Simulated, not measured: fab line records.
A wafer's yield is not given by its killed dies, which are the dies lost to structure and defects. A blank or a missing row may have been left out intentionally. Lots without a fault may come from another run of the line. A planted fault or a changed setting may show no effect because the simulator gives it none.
fab line records | flow sky130
record lots=12 wafers=35 lastDay=50
route steps=708 shown FIELD_ISO@16 DNWELL@43 NWELL@66 PAD_OPEN@708
lots that met no fault: from a run of the same line without faults
startH: hours from the record's opening day to when the first of the lot's shown wafers began | waitH: time in hours since the lot's previous step | " the same as in the row above | L1.1+2: several wafers, shown together as one row | - no value present, or no start provided | * or withheld: withheld | < > ~ a bound
route shown NAME@n: a module of which the file shows steps, and the number in the route of the first | usual: mean and standard deviation over wafers with no fault | same: alike in all rows | chamber/n: place in a boat | sites: each site's reading | _std_site: standard deviation across them | _edge_site: mean of outer sites minus mean of inner sites | radiusMm: for every site, how far away it sits from the centre of the wafer | mask NAME#n: copy n | behind: the tool/chamber that last shaped the wafer | hold: why the lot went on hold/how many hours it stayed there/how the hold came to an end | device: transistor that didn't switch, given as n, p or np | end of line: tests of these same wafers at the route's end | a step with no rows: only its recipe | killed: dies lost to structure and defects at the first sort, not the wafer's yield | map: the dies of a wafer, with x for killed, . for not killed, _ for no die there
set.NAME: the setting as run; set.NAME@STEP: as run at that earlier step | model.NAME: the simulator's own value behind a step, which no gauge read
steps of the route over a sample of lots; a table a step, a row a wafer
services: a tool's chamber out of use, with start hour (startH, from the record's first day; less than 0 if before it), hours out, and reason
## steps
# step SKY_FIELD_ISO_ETCH_15
# recipe chemistry=CHF3/O2 targetDepthNm=180 stopOn=Si sourceW=600 biasW=200 pressureMtorr=40 chf3FlowSccm=50 O2_flow_sccm=5 timeS=72
# usual drypumpMotorCurrentA=5.9/0.38 oesProductAu=0.946/0.0066 rfFwdPowerW=595.5/2.6 throttleValvePct=8.845/0.008
# columns lot.wafer tool chamber startH waitH drypumpMotorCurrentA oesProductAu rfFwdPowerW rfHoursCounterH throttleValvePct
L551.2 rieDiel-02 1 31.07 0.0 5.6 0.929 590.5 117 8.841
L551.4 " 3 " " 6.6 0.932 597.8 40 8.846
L551.5 " 2 " " 5.5 0.939 596.2 - 8.839
L555.2 rieDiel-03 1 53.00 0.0 5.6 0.942 596.1 95 8.839
L555.3 " 3 " " 5.9 0.951 597.7 38 8.860
L555.4 " 2 " " 6.3 0.946 594.0 121 8.844
L556.1 rieDiel-02 3 55.37 0.0 6.6 0.938 599.6 40 8.846
L556.3 " 1 " " 5.6 0.946 592.4 118 8.845
L556.5 " 2 " " 5.5 0.944 596.1 - 8.839
L560.2 rieDiel-03 2 75.87 0.0 6.3 0.948 594.1 121 8.844
L560.4 " 2 " " 6.2 0.948 597.4 - 8.847
L560.6 " 3 " " 5.9 0.951 594.7 - 8.835
L561.2 rieDiel-03 0 80.08 0.0 5.6 0.931 593.1 0 8.831
L561.4 " 2 " " 6.3 0.943 593.7 121 8.834
L561.6 " 0 " " 5.6 0.942 592.5 - 8.835
L563.4 rieDiel-03 1 93.48 0.0 5.5 0.947 599.7 96 8.847
L563.6 " 1 " " 5.5 0.942 599.3 - 8.835
L564.1 rieDiel-02 0 96.69 0.0 5.7 0.960 593.0 1 8.847
L564.5 " 3 " " 6.6 0.958 600.2 - 8.850
L564.6 " 0 " " 5.7 0.947 591.6 - 8.848
L565.1 rieDiel-03 0 100.72 0.0 5.6 0.945 594.5 0 8.846
L565.3 " 3 " " 5.9 0.943 595.2 39 8.842
L565.4 " 1 " " 5.6 0.949 595.5 96 8.843
L569.4 rieDiel-01 2 123.03 0.0 6.1 0.942 596.0 47 8.815
L569.5 " 3 " " 6.1 0.945 595.8 - 8.846
L569.6 " 0 " " 5.2 0.955 595.6 - 8.835
L570.3 rieDiel-02 0 129.27 0.0 5.7 0.951 593.5 1 8.844
L570.4 " 2 " " 5.5 0.954 596.2 100 8.839
L570.6 " 3 " " 6.6 0.950 597.8 - 8.850
L572.1 rieDiel-03 1 139.02 0.0 5.5 0.953 596.1 97 8.856
L572.4 " 0 " " 5.6 0.948 591.9 1 8.858
L572.6 " 0 " " 5.6 0.950 592.3 - 8.841
L574.1 rieDiel-03 0 147.73 0.0 5.6 0.949 599.1 1 8.832
L574.3 " 1 " " 5.6 0.950 598.7 97 8.842
L574.6 " 2 " " 6.3 0.939 589.9 - 8.843
# step SKY_FIELD_ISO_THK_MEAS_23
# recipe reads=SiO2_of_FIELD_ISO_OXIDATION_22
# usual FIELD_ISO_OXIDATION_01_THK=9.99/0.23
# columns lot.wafer tool chamber startH waitH FIELD_ISO_OXIDATION_01_THK[nm]
L551.2 filmMetro-02 - 33.85 0.0 9.92
L551.4 " - " " 10.13
L551.5 " - " " 9.92
L555.2 filmMetro-03 - 55.03 0.0 10.07
L555.3 " - " " 10.23
L555.4 " - " " 10.00
L556.1 filmMetro-03 - 57.80 0.0 9.71
L556.3 " - " " 9.68
L556.5 " - " " 9.82
L560.2 filmMetro-01 - 79.46 0.0 10.16
L560.4 " - " " 10.08
L560.6 " - " " 10.19
L561.2 filmMetro-02 - 82.58 0.0 9.74
L561.4 " - " " 9.89
L561.6 " - " " 10.02
L563.4 filmMetro-02 - 95.62 0.0 9.73
L563.6 " - " " 9.61
L564.1 filmMetro-01 - 99.52 0.0 9.76
L564.5 " - " " 9.93
L564.6 " - " " 9.71
L565.1 filmMetro-02 - 103.56 0.0 9.61
L565.3 " - " " 9.78
L565.4 " - " " 9.92
L569.4 filmMetro-02 - 124.79 0.1 10.47
L569.5 " - " " 10.67
L569.6 " - " " 10.59
L570.3 filmMetro-01 - 130.97 0.0 10.20
L570.4 " - " " 10.29
L570.6 " - " " 10.18
L572.1 filmMetro-02 - 141.95 0.0 10.20
L572.4 " - " " 10.21
L572.6 " - " " 10.08
L574.1 filmMetro-02 - 149.48 0.0 9.77
L574.3 " - " " 9.67
L574.6 " - " " 9.82
# step SKY_DNWELL_STRIP_08
# recipe chemistry=O2/N2 powerW=1400 pressureMtorr=1500 platenTempC=withheld o2FlowSccm=3000 n2FlowSccm=300 overashFraction=0.5
# usual drypumpMotorCurrentA=5.8/0.33 oesProductAu=0.722/0.0044 stripTimeToEndpointS=36.94/0.093
# same overashFraction=0.5
# columns lot.wafer tool chamber startH waitH drypumpMotorCurrentA oesProductAu rfHoursCounterH stripTimeToEndpointS
L551.2 plasmaAsher-03 1 54.76 0.1 5.6 0.722 25 36.78
L551.4 " 1 " " 5.5 0.726 - 36.74
L551.5 " 1 " " 5.6 0.723 - 36.71
L555.2 plasmaAsher-04 0 74.66 0.1 5.9 0.727 36 36.98
L555.3 " 0 " " 5.9 0.727 - 36.95
L555.4 " 1 " " 6.4 0.728 - 36.96
L556.1 plasmaAsher-04 1 79.46 0.1 6.4 0.715 37 36.86
L556.3 " 1 " " 6.4 0.722 - 36.90
L556.5 " 1 " " 6.4 0.719 - 36.84
L561.2 plasmaAsher-03 1 108.00 0.1 5.5 0.726 29 36.99
L561.4 " 0 " " 5.5 0.717 - 36.92
L561.6 " 0 " " 5.5 0.721 - 36.87
L560.2 plasmaAsher-01 0 108.31 0.1 5.9 0.721 44 37.01
L560.4 " 1 " " 5.7 0.719 - 36.98
L560.6 " 0 " " 5.9 0.720 - 37.04
L563.4 plasmaAsher-03 1 120.95 0.1 5.5 0.719 - 37.12
L563.6 " 1 " " 5.5 0.727 - 36.87
L564.1 plasmaAsher-03 0 122.66 0.1 5.5 0.723 31 36.86
L564.5 " 0 " " 5.5 0.720 - 36.93
L564.6 " 1 " " 5.5 0.720 - 36.93
L565.1 plasmaAsher-03 1 129.11 0.1 5.6 0.725 32 37.06
L565.3 " 1 " " 5.6 0.728 - 37.03
L565.4 " 0 " " 5.5 0.727 - 37.05
L569.4 plasmaAsher-04 0 148.24 0.1 5.9 0.716 - 36.82
L569.5 " 1 " " 6.4 0.721 - 36.98
L569.6 " 0 " " 5.9 0.723 - 36.88
L570.3 plasmaAsher-04 1 154.64 0.1 6.5 0.715 - 36.93
L570.4 " 0 " " 5.9 0.714 - 36.84
L570.6 " 0 " " 6.0 0.718 - 36.76
L572.1 plasmaAsher-01 0 165.71 0.1 5.9 0.716 49 37.06
L572.4 " 0 " " 5.9 0.727 - 36.93
L572.6 " 0 " " 5.9 0.724 - 36.98
L574.1 plasmaAsher-04 0 174.91 0.1 5.9 0.717 6 36.87
L574.3 " 1 " " 6.4 0.723 - 36.86
L574.6 " 0 " " 5.9 0.713 - 36.92
# step SKY_NWELL_IMPLANT_13
# recipe species=P energyKev=50 doseCm2=7e+11 tiltDeg=withheld
# usual beamOnS=9.99/0.18 doseIonsCm2=6.998e+11/7.1e+08 faradayCurrentUA=3.95/0.07
# columns lot.wafer tool chamber startH waitH beamOnS doseIonsCm2 faradayCurrentUA
L551.2 implanter-02 0 88.12 0.1 9.98 7.004e+11 3.97
L551.4 " 0 " " 9.73 6.993e+11 4.07
L551.5 " 0 " " 10.07 6.999e+11 3.92
L555.2 implanter-04 0 109.70 0.1 9.97 7.012e+11 3.96
L555.3 " 0 " " 9.88 6.999e+11 4.01
L555.4 " 0 " " 9.82 7.014e+11 4.03
L556.1 implanter-01 0 114.45 0.1 10.24 6.994e+11 3.85
L556.3 " 0 " " 9.90 7.009e+11 3.99
L556.5 " 0 " " 9.74 6.995e+11 4.06
L561.2 implanter-01 0 148.07 0.1 10.42 6.994e+11 3.79
L561.4 " 0 " " 10.07 6.988e+11 3.92
L561.6 " 0 " " 10.01 6.99e+11 3.94
L560.2 implanter-02 0 148.45 0.1 10.10 6.993e+11 3.91
L560.4 " 0 " " 9.86 6.982e+11 4.01
L560.6 " 0 " " 9.98 6.999e+11 3.95
L563.4 implanter-02 0 160.32 0.1 10.01 6.988e+11 3.94
L563.6 " 0 " " 9.82 6.998e+11 4.01
L564.1 implanter-04 0 161.84 0.1 9.85 7.002e+11 3.99
L564.5 " 0 " " 10.00 7.017e+11 3.94
L564.6 " 0 " " 9.76 7e+11 4.06
L565.1 implanter-04 0 169.03 0.1 9.90 7.002e+11 3.98
L565.3 " 0 " " 10.05 7.002e+11 3.91
L565.4 " 0 " " 9.77 6.993e+11 4.04
L569.4 implanter-02 0 190.05 0.1 9.88 5.054e+11 2.89
L569.5 " 0 " " 10.30 5.057e+11 2.77
L569.6 " 0 " " 9.87 5.049e+11 2.89
L570.3 implanter-02 0 196.90 0.1 10.13 5.067e+11 2.84
L570.4 " 0 " " 9.92 5.065e+11 2.88
L570.6 " 0 " " 9.86 5.079e+11 2.90
L572.1 implanter-04 0 209.88 0.1 10.15 6.995e+11 3.88
L572.4 " 0 " " 9.65 6.993e+11 4.10
L572.6 " 0 " " 10.20 7.004e+11 3.88
L574.1 implanter-01 0 218.44 0.1 9.65 6.993e+11 4.08
L574.3 " 0 " " 9.67 6.997e+11 4.09
L574.6 " 0 " " 10.01 6.989e+11 3.93
# step SKY_NWELL_RS_MEAS_29
# recipe thkMeasGauge=four-point-probe
# usual NWELL_RS=624.4/1.5
# columns lot.wafer tool chamber startH waitH hold NWELL_RS[ohm/sq]
L551.2 filmMetro-02 - 106.36 0.2 - 623.6
L551.4 " - " " - 627.1
L551.5 " - " " - 623.1
L555.2 filmMetro-02 - 129.83 0.1 - 623.9
L555.3 " - " " - 624.0
L555.4 " - " " - 625.6
L556.1 filmMetro-01 - 133.84 0.1 - 624.6
L556.3 " - " " - 624.3
L556.5 " - " " - 624.6
L561.2 filmMetro-01 - 168.21 0.1 - 626.7
L561.4 " - " " - 626.7
L561.6 " - " " - 627.0
L560.2 filmMetro-04 - 169.17 0.1 - 625.0
L560.4 " - " " - 625.6
L560.6 " - " " - 625.7
L563.4 filmMetro-04 - 181.86 0.1 - 624.4
L563.6 " - " " - 624.1
L564.1 filmMetro-01 - 183.05 0.1 - 623.7
L564.5 " - " " - 622.7
L564.6 " - " " - 622.6
L565.1 filmMetro-01 - 191.30 0.1 - 626.0
L565.3 " - " " - 625.4
L565.4 " - " " - 626.0
L569.4 filmMetro-04 - 211.71 0.1 awaitDispo/0.2h/release 628.4
L569.5 " - " " awaitDispo/0.2h/release 630.6
L569.6 " - " " awaitDispo/0.2h/release 629.4
L569.4 filmMetro-04 - 212.07 0.3 - 630.4
L569.5 " - " " - 630.4
L569.6 " - " " - 630.1
L570.3 filmMetro-02 - 219.90 0.1 awaitDispo/0.2h/release 628.8
L570.4 " - " " awaitDispo/0.2h/release 632.2
L570.6 " - " " awaitDispo/0.2h/release 629.2
L570.3 filmMetro-02 - 220.26 0.3 - 628.9
L570.4 " - " " - 632.6
L570.6 " - " " - 630.8
L572.1 filmMetro-01 - 234.14 0.1 - 621.9
L572.4 " - " " - 622.4
L572.6 " - " " - 623.7
L574.1 filmMetro-01 - 242.81 0.1 - 624.7
L574.3 " - " " - 623.6
L574.6 " - " " - 624.9
# step SKY_PAD_OPEN_PROBE_99
# usual defectLimitedYield=82.6/1.8 killed_at_M0_to_M3=43/6.3 killed_at_M4_up=3.0/1.6 killedAtContacts=25/5 killedAtFrontEnd=15/4.4 killedAtOther=0.3/0.8 killedDies=85/8.7 killedOpen=47/6.9 killedShort=38/6.3 sort_bin_3_pad_short=0.9/0.39 sort_bin_5_function=10.3/1.3 sort_bin_6_memory=6.2/1.1 sortNPass=407/8.8 sortYieldPct=82.6/1.8
# same grossDies=492 killedAtBackSide=0 sort_bin_4_leakage[%]=0 sort_bin_8_speed[%]=0
# columns lot.wafer tool chamber startH waitH defectLimitedYield[%] killed_at_M0_to_M3 killed_at_M4_up killedAtContacts killedAtFrontEnd killedAtOther killedDies killedOpen killedShort sort_bin_3_pad_short[%] sort_bin_5_function[%] sort_bin_6_memory[%] sortNPass sortYieldPct[%]
L551.2 prober-01 - 1077.99 0.1 86.2 30 3 24 11 0 68 34 34 1.4 7.5 4.9 424 86.2
L551.4 prober-01 - 1078.09 0.2 84.3 33 2 27 15 0 77 44 33 0.8 8.3 6.5 415 84.3
L551.5 prober-01 - 1078.14 0.2 82.5 38 0 28 19 1 86 49 37 1.0 8.9 7.5 406 82.5
L555.2 prober-01 - 1101.13 0.1 80.1 52 5 24 16 1 98 51 47 0.4 11.6 7.9 394 80.1
L555.3 prober-01 - 1101.18 0.2 80.3 51 5 17 24 0 97 46 51 1.2 12.2 6.3 395 80.3
L555.4 prober-01 - 1101.23 0.2 82.7 35 3 27 20 0 85 42 43 1.0 10.4 5.9 407 82.7
L556.1 prober-02 - 1113.78 0.1 80.3 51 2 31 12 1 97 62 35 1.4 10.6 7.7 395 80.3
L556.3 prober-02 - 1113.88 0.2 82.5 38 4 27 16 1 86 49 37 1.8 11.0 4.7 406 82.5
L556.5 prober-02 - 1113.98 0.2 82.5 41 3 34 8 0 86 46 40 1.0 9.3 7.1 406 82.5
L561.2 prober-02 - 1142.86 0.1 80.3 37 7 36 16 1 97 58 39 0.6 11.8 7.3 395 80.3
L561.4 prober-02 - 1142.96 0.2 82.5 35 2 24 22 3 86 55 29 0.6 10.2 6.7 406 82.5
L561.6 prober-02 - 1143.06 0.2 82.3 45 1 30 10 1 87 49 38 0.8 9.6 7.3 405 82.3
L560.2 prober-01 - 1143.69 0.1 84.6 30 2 27 17 0 76 36 40 0.6 10.0 4.9 416 84.6
L560.4 prober-01 - 1143.79 0.2 80.1 52 3 32 10 1 98 57 41 1.0 12.0 6.9 394 80.1
L560.6 prober-01 - 1143.89 0.2 83.5 35 4 25 16 1 81 43 38 0.8 8.3 7.3 411 83.5
L563.4 prober-01 - 1153.52 0.2 81.5 42 4 26 18 1 91 53 38 1.2 9.1 8.1 401 81.5
L563.6 prober-01 - 1153.62 0.2 85.2 37 0 18 18 0 73 42 31 0.2 8.7 5.9 419 85.2
L564.1 prober-02 - 1154.09 0.1 81.3 55 4 19 14 0 92 46 46 1.0 11.8 5.9 400 81.3
L564.5 prober-02 - 1154.29 0.2 82.7 43 0 27 15 0 85 45 40 1.0 10.4 5.9 407 82.7
L564.6 prober-02 - 1154.34 0.2 81.7 49 1 22 18 0 90 51 39 1.6 12.8 3.9 402 81.7
L565.1 prober-01 - 1157.17 0.1 81.9 49 3 22 15 0 89 45 44 0.8 9.1 8.1 403 81.9
L565.3 prober-01 - 1157.27 0.2 83.1 41 1 23 18 0 83 34 49 1.4 8.7 6.7 409 83.1
L565.4 prober-01 - 1157.32 0.2 85.6 42 1 22 6 0 71 45 26 0.4 9.6 4.5 421 85.6
L574.1 prober-02 - 1196.58 0.1 82.7 41 3 28 13 0 85 40 45 0.2 11.0 6.1 407 82.7
L574.3 prober-02 - 1196.68 0.2 84.1 35 1 23 19 0 78 46 32 0.8 9.3 5.7 414 84.1
L574.6 prober-02 - 1196.83 0.2 83.7 43 2 26 9 0 80 41 39 1.2 9.3 5.7 412 83.7
L572.1 prober-01 - 1199.55 0.1 84.3 40 3 22 11 1 77 40 37 0.8 8.1 6.7 415 84.3
L572.4 prober-01 - 1199.70 0.2 83.7 41 4 25 10 0 80 51 29 1.0 8.3 6.9 412 83.7
L572.6 prober-01 - 1199.80 0.2 83.1 49 4 16 14 0 83 45 38 0.6 8.3 7.9 409 83.1
# killed by level:class
L551.2 CONTACT:geometricParticle:open=10 VIA1:geometricParticle:open=7 LOCAL_INTERCONNECT:geometricParticle:short=6 VIA2:geometricParticle:open=4 VIA3:geometricParticle:open=4 FIELD_ISO:geometricParticle:short=3 LI_CONTACT:geometricParticle:open=3 METAL1:geometricParticle:short=3
L551.4 VIA1:geometricParticle:open=11 CONTACT:geometricParticle:open=8 LI_CONTACT:geometricParticle:open=6 CONTACT:geometricParticle:short=5 VIA2:geometricParticle:open=5 FIELD_ISO:geometricParticle:short=4 FIELD_ISO:geometricParticle:open=4 LOCAL_INTERCONNECT:geometricParticle:short=4
L551.5 CONTACT:geometricParticle:open=14 VIA3:geometricParticle:open=8 METAL1:geometricParticle:short=7 FIELD_ISO:geometricParticle:open=5 POLY_GATE:geometricParticle:short=5 LI_CONTACT:geometricParticle:open=5 VIA2:geometricParticle:open=5 CONTACT:geometricParticle:short=4
L555.2 CONTACT:geometricParticle:open=11 METAL2:geometricParticle:short=10 VIA3:geometricParticle:open=9 FIELD_ISO:geometricParticle:open=8 VIA1:geometricParticle:open=8 VIA1:geometricParticle:short=7 METAL1:geometricParticle:short=5 VIA2:geometricParticle:short=5
L555.3 VIA1:geometricParticle:open=9 VIA3:geometricParticle:open=9 LOCAL_INTERCONNECT:geometricParticle:short=7 FIELD_ISO:geometricParticle:short=6 VIA1:geometricParticle:short=6 METAL2:geometricParticle:short=6 POLY_GATE:geometricParticle:open=5 METAL1:geometricParticle:short=5
L555.4 VIA1:geometricParticle:open=9 LI_CONTACT:geometricParticle:open=7 METAL2:geometricParticle:short=7 FIELD_ISO:geometricParticle:short=6 CONTACT:geometricParticle:open=6 LOCAL_INTERCONNECT:geometricParticle:short=5 VIA3:geometricParticle:open=5 POLY_CUT:geometricParticle:open=4
L556.1 CONTACT:geometricParticle:open=15 VIA1:geometricParticle:open=13 LI_CONTACT:geometricParticle:open=9 METAL2:geometricParticle:short=7 VIA2:geometricParticle:open=6 METAL1:geometricParticle:open=5 METAL1:geometricParticle:short=5 FIELD_ISO:geometricParticle:short=4
L556.3 VIA1:geometricParticle:open=11 CONTACT:geometricParticle:open=9 VIA3:geometricParticle:open=8 LI_CONTACT:geometricParticle:open=6 FIELD_ISO:geometricParticle:short=5 VIA2:geometricParticle:open=5 LOCAL_INTERCONNECT:geometricParticle:short=5 CONTACT:geometricParticle:short=5
L556.5 CONTACT:geometricParticle:open=13 VIA1:geometricParticle:open=11 VIA1:geometricParticle:short=7 METAL1:geometricParticle:short=7 VIA3:geometricParticle:open=7 LI_CONTACT:geometricParticle:short=6 CONTACT:geometricParticle:short=6 LI_CONTACT:geometricParticle:open=5
L561.2 CONTACT:geometricParticle:open=14 LI_CONTACT:geometricParticle:open=11 VIA3:geometricParticle:open=7 VIA2:geometricParticle:open=6 METAL3:geometricParticle:short=5 LOCAL_INTERCONNECT:geometricParticle:short=4 VIA1:geometricParticle:open=4 METAL1:geometricParticle:short=4
L561.4 VIA3:geometricParticle:open=10 VIA1:geometricParticle:open=9 POLY_GATE:geometricParticle:open=7 LOCAL_INTERCONNECT:geometricParticle:short=7 CONTACT:geometricParticle:open=6 LI_CONTACT:geometricParticle:open=6 FIELD_ISO:geometricParticle:open=5 POLY_GATE:geometricParticle:short=5
L561.6 CONTACT:geometricParticle:open=9 CONTACT:geometricParticle:short=8 VIA2:geometricParticle:open=8 LI_CONTACT:geometricParticle:open=7 VIA1:geometricParticle:open=7 VIA3:geometricParticle:short=7 VIA3:geometricParticle:open=6 POLY_GATE:geometricParticle:open=5
L560.2 LI_CONTACT:geometricParticle:open=7 POLY_GATE:geometricParticle:open=5 METAL1:geometricParticle:short=5 CONTACT:geometricParticle:short=5 CONTACT:geometricParticle:open=5 VIA3:geometricParticle:open=5 METAL2:geometricParticle:short=5 LI_CONTACT:geometricParticle:short=4
L560.4 VIA1:geometricParticle:open=19 CONTACT:geometricParticle:open=10 VIA3:geometricParticle:open=9 LOCAL_INTERCONNECT:geometricParticle:short=8 LI_CONTACT:geometricParticle:open=7 CONTACT:geometricParticle:short=6 VIA1:geometricParticle:short=6 VIA3:geometricParticle:short=5
L560.6 CONTACT:geometricParticle:open=11 VIA1:geometricParticle:open=11 CONTACT:geometricParticle:short=6 VIA2:geometricParticle:open=5 VIA3:geometricParticle:open=5 FIELD_ISO:geometricParticle:short=4 LI_CONTACT:geometricParticle:open=4 METAL4:geometricParticle:short=4
L563.4 CONTACT:geometricParticle:open=10 VIA3:geometricParticle:open=10 VIA1:geometricParticle:open=9 VIA2:geometricParticle:open=6 FIELD_ISO:geometricParticle:short=5 CONTACT:geometricParticle:short=5 LI_CONTACT:geometricParticle:open=4 FIELD_ISO:geometricParticle:open=4
L563.6 VIA1:geometricParticle:open=11 FIELD_ISO:geometricParticle:open=7 METAL2:geometricParticle:short=7 CONTACT:geometricParticle:open=6 CONTACT:geometricParticle:short=5 VIA2:geometricParticle:open=5 LI_CONTACT:geometricParticle:open=4 POLY_GATE:geometricParticle:short=4
L564.1 VIA1:geometricParticle:open=12 METAL1:geometricParticle:short=9 CONTACT:geometricParticle:open=7 VIA3:geometricParticle:open=6 VIA3:geometricParticle:short=6 LI_CONTACT:geometricParticle:open=4 VIA1:geometricParticle:short=4 VIA2:geometricParticle:short=4
L564.5 VIA1:geometricParticle:open=11 CONTACT:geometricParticle:open=8 LOCAL_INTERCONNECT:geometricParticle:short=7 VIA3:geometricParticle:open=6 POLY_GATE:geometricParticle:open=5 METAL2:geometricParticle:short=5 METAL1:geometricParticle:short=4 LI_CONTACT:geometricParticle:open=4
L564.6 VIA2:geometricParticle:open=14 VIA1:geometricParticle:open=10 CONTACT:geometricParticle:open=9 VIA1:geometricParticle:short=8 CONTACT:geometricParticle:short=7 FIELD_ISO:geometricParticle:short=6 FIELD_ISO:geometricParticle:open=5 POLY_GATE:geometricParticle:open=4
L565.1 CONTACT:geometricParticle:open=11 VIA3:geometricParticle:open=8 VIA1:geometricParticle:short=7 METAL2:geometricParticle:short=6 METAL1:geometricParticle:short=6 VIA1:geometricParticle:open=6 POLY_GATE:geometricParticle:short=5 LOCAL_INTERCONNECT:geometricParticle:short=5
L565.3 FIELD_ISO:geometricParticle:short=9 CONTACT:geometricParticle:short=7 VIA3:geometricParticle:open=6 VIA2:geometricParticle:open=6 LI_CONTACT:geometricParticle:open=5 CONTACT:geometricParticle:open=5 VIA1:geometricParticle:open=5 VIA2:geometricParticle:short=5
L565.4 VIA1:geometricParticle:open=10 CONTACT:geometricParticle:open=9 VIA2:geometricParticle:open=7 LI_CONTACT:geometricParticle:open=6 VIA3:geometricParticle:open=6 METAL1:geometricParticle:short=5 VIA1:geometricParticle:short=5 FIELD_ISO:geometricParticle:open=3
L574.1 CONTACT:geometricParticle:open=9 LOCAL_INTERCONNECT:geometricParticle:short=9 VIA1:geometricParticle:open=9 VIA3:geometricParticle:open=8 LI_CONTACT:geometricParticle:open=5 METAL3:geometricParticle:short=5 VIA3:geometricParticle:short=5 POLY_GATE:geometricParticle:open=4
L574.3 LI_CONTACT:geometricParticle:open=10 POLY_GATE:geometricParticle:open=8 CONTACT:geometricParticle:open=6 VIA3:geometricParticle:open=6 VIA1:geometricParticle:open=6 POLY_GATE:geometricParticle:short=5 METAL1:geometricParticle:short=5 METAL2:geometricParticle:short=5
L574.6 CONTACT:geometricParticle:open=9 VIA2:geometricParticle:open=7 VIA1:geometricParticle:open=7 LI_CONTACT:geometricParticle:open=7 METAL2:geometricParticle:short=7 LOCAL_INTERCONNECT:geometricParticle:short=5 METAL1:geometricParticle:short=4 METAL3:geometricParticle:short=4
L572.1 CONTACT:geometricParticle:open=12 METAL2:geometricParticle:short=8 VIA3:geometricParticle:open=7 VIA3:geometricParticle:short=6 LI_CONTACT:geometricParticle:open=5 METAL3:geometricParticle:short=5 CONTACT:geometricParticle:short=4 VIA1:geometricParticle:short=4
L572.4 CONTACT:geometricParticle:open=10 LI_CONTACT:geometricParticle:open=9 VIA1:geometricParticle:open=7 METAL1:geometricParticle:short=6 VIA2:geometricParticle:open=5 VIA3:geometricParticle:open=5 METAL2:geometricParticle:open=4 VIA3:geometricParticle:short=4
L572.6 VIA1:geometricParticle:open=10 VIA2:geometricParticle:open=9 VIA3:geometricParticle:open=7 CONTACT:geometricParticle:open=6 METAL2:geometricParticle:short=6 FIELD_ISO:geometricParticle:short=5 LI_CONTACT:geometricParticle:short=4 VIA3:geometricParticle:short=4
## services
# columns tool chamber startH hours kind
implanter-01 - 16.34 7.7 pm
rieDiel-03 - 19.66 14.6 pm
implanter-02 - 38.74 3.6 repair
plasmaAsher-03 - 58.60 5.5 repair
rieDiel-03 0 58.99 - clean
rieDiel-03 0 58.99 19.3 scheduledDown
rieDiel-03 0 58.99 19.3 ventCycle
plasmaAsher-03 - 64.40 0.9 repair
implanter-01 - 65.26 0.8 repair
implanter-02 - 79.75 7.2 pm
plasmaAsher-01 - 85.12 1.2 repair
plasmaAsher-04 - 108.75 9.0 pm
plasmaAsher-04 0 108.75 9.0 ventCycle
plasmaAsher-04 1 108.75 9.0 ventCycle
plasmaAsher-04 0 117.75 - clean
implanter-04 - 125.22 25.1 pm
implanter-02 - 125.29 3.3 repair
rieDiel-01 - 133.99 14.6 pm
rieDiel-03 2 152.81 35.8 repair
plasmaAsher-03 - 158.99 2.4 repair
rieDiel-01 0 162.69 8.2 repair
implanter-04 - 170.86 2.1 repair
implanter-04 - 185.45 6.8 pm
implanter-02 - 201.38 2.4 repair
## key
firstSign step=SKY_NWELL_IMPLANT_13 reading=doseIonsCm2 direction=down sigmas=99+ usual=* struck=*
effect step=SKY_NWELL_IMPLANT_13 reading=faradayCurrentUA direction=down sigmas=16 usual=3.95 struck=2.86
effect step=SKY_NWELL_RS_MEAS_29 reading=visit direction=added
metAt SKY_NWELL_IMPLANT_13
struckLots L569,L570
rowsEnd L569.4,L569.5,L569.6,L570.3,L570.4,L570.6
notActingAt SKY_FIELD_ISO_ETCH_15,SKY_FIELD_ISO_THK_MEAS_23,SKY_DNWELL_STRIP_08
onsetBetween 160.32 190.05
fault kind=processParameterDrift tool=implanter-02 chamber=- onsetH=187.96 steps=SKY_NWELL_IMPLANT_13 channel=doseCm2 offset=* shape=step endH=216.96 actsIn=* stated=*
# rowsEnd: these wafers met a further fault down the route, and their rows from its step on are left out
